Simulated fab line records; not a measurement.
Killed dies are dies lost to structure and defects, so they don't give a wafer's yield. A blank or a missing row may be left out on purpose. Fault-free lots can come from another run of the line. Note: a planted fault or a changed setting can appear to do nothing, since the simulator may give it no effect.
What tool caused it? | flow gf180mcu | route of 602 steps, sampled at 1 step: 12 lots, 36 wafers

== WHAT THE GAUGES READ, wafer by wafer ==
GF_M3_THK_MEAS_06: measures by xrf. Usual: for M3_ALCU_THK the level is 445 nm and the standard deviation is 6.2.
lot  | measured     | on            | M3_ALCU_THK (nm) | flag
L569 | day 20 19:30 | film metro-03 | 451 447 442      |
L570 | day 21 08:46 | film metro-01 | 437 442 430      |
L572 | day 21 22:41 | film metro-03 | 444 456 455      |
L573 | day 22 08:19 | film metro-03 | 452 451 457      |
L578 | day 24 03:34 | film metro-03 | 449 441 448      |
L579 | day 24 15:36 | film metro-04 | 446 445 435      |
L580 | day 24 20:45 | film metro-03 | 444 448 443      |
L586 | day 26 16:18 | film metro-03 | 445 440 447      |
L587 | day 26 20:16 | film metro-03 | 439 445 432      |
L589 | day 27 16:15 | film metro-03 | 460 457 458      |
L590 | day 27 19:36 | film metro-03 | 454 453 440      |
L591 | day 28 00:09 | film metro-04 | 442 439 435      |

== WHAT TOOL EACH LOT RAN ON (gives the tool, then ch and the chambers of the sampled wafers, and finally the start) ==
The record shows no process step preceding these readings.

== AS READ BY THE TOOLS THEMSELVES (means over the sampled wafers that have a number; for cases with no such wafer, the mark the record gives instead) ==
The record holds no such reading with a usual standard deviation.

== THE ANSWER, worked out from the rows above alone ==
Rule: lot off if the mean of its wafers having a number is beyond 3 standard deviations from the usual mean. A lot without any number at a reading at which 4 lots or more have one is off too. Where the step has rows for the other lots, those lots are counted as sound. First the gauges in route order, then the tools' own readings, where a lot's mean is used as printed above. The first step at which some lot is off is used, and at that step the reading that is off furthest; a lot without a number counts as furthest.
No lot is off at any reading shown: from this, nothing can be told.

== WHAT THE SIMULATOR HAD PUT IN ==
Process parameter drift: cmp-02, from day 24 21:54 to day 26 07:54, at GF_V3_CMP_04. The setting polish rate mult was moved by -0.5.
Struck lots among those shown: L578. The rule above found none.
